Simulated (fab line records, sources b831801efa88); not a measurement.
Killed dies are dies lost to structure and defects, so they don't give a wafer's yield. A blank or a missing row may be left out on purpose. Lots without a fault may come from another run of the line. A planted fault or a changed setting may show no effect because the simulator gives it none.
Problem report in the 8D (eight disciplines) form, filled by code | flow sfq_line | the parts of the form that need people (team, actions taken, sign-off) are left out

1. THE PROBLEM
R5_MONX_RS at SFQ_R5_RS_MEAS_933 reads a mean of 9.29 ohm/sq on 6 wafers of 2 lots; wafers without a fault read 7.09 ohm/sq with a standard deviation of 0.082. That is +27 standard deviations from the usual mean.
The step: measures by four-point-probe.
First seen on wafer L265.1, day 61 21:37, on film_metro-04. The record holds 42 wafers of 14 lots with a number at this step. Rule for "out", or "out of limits": more than 4 standard deviations from the usual mean. The other wafers with a number count as sound.

2. WHAT IT IS AND WHAT IT IS NOT
question                    | is                           | is not
which readings at this step | R5_MONX_RS                   | -
which lots                  | L265, L268                   | L254, L256, L257, L261, L262, L263, L264, L267, L270, L274, L275, L276
which wafers of those lots  | all that have a number       | -
read on which gauges        | film_metro-03, film_metro-04 | film_metro-02
when                        | from day 61 21:37            | up to then (21 sound wafers); but 15 sound wafers of L267, L270, L274, L275, L276 came after

3. SUSPECTS, AND WHAT RULES EACH OUT
Counting: a tool at a process step up to the reading stays a suspect if it ran every lot that is out and no sound lot after the first of them.
- the gauge at SFQ_R5_RS_MEAS_933: ruled out. The wafers that are out were read on 2 gauges (film_metro-03, film_metro-04).
- rie_metal-01 at SFQ_TRILAYER_I4_VIA_STRIP_STRIP_107 (strips in O2): ruled out as a lasting fault. Sound lots L267, L274, L275, L276 ran on it after its first lot that is out, L265 (day 51 11:15).
- pvd_sputter-05 at SFQ_TRILAYER_R5_DEP_SPUTTER_133 (material MoNx, target thk 40 nm, time 66.7 s): ruled out as a lasting fault. Sound lots L274 ran on it after its first lot that is out, L265 (day 61 21:32).
- pvd_sputter-05 at SFQ_TRILAYER_R5_DEP_SPUTTER_134 (material Ti, target thk 5 nm, time 5 s): ruled out as a lasting fault. Sound lots L274 ran on it after its first lot that is out, L265 (day 61 21:35).
Left after counting: nothing in the record.

4. THE CAUSE (what the simulator had put in)
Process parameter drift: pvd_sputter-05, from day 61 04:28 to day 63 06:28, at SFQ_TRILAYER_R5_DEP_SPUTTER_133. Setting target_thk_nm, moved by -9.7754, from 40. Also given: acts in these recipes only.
Counting ruled it out, wrongly: the rule takes a fault to strike every lot that its tool runs from its start on, and this one did not.

5. THE CHAIN OF EFFECTS, in route order
Each row: a reading whose mean over the struck wafers that have a number lies more than 3 standard deviations from the usual. Only readings for which the record gives a usual standard deviation are gone through. hours: the time from each lot's start at the first step in this table that gives one to its start at this step, as a median over the lots. sigmas: the change in usual standard deviations.
hours | step                | reading     | usual       | on struck wafers | change | sigmas
0     | SFQ_R5_RS_MEAS_933  | R5_MONX_RS  | 7.09 ohm/sq | 9.29             | +2.20  | +27
0     | SFQ_R5_THK_MEAS_934 | R5_MONX_THK | 38.8 nm     | 29.1             | -9.7   | -18

6. WHAT WOULD HAVE CAUGHT IT SOONER
In this record the first reading out of limits at a measuring or inspecting step was taken at day 61 21:37, 17 hours after the fault began at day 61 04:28.
Of the tool readings at SFQ_TRILAYER_R5_DEP_SPUTTER_133 for which the record gives a usual standard deviation, none was out on any struck wafer, so an alarm limit of 4 standard deviations on them would not have fired.
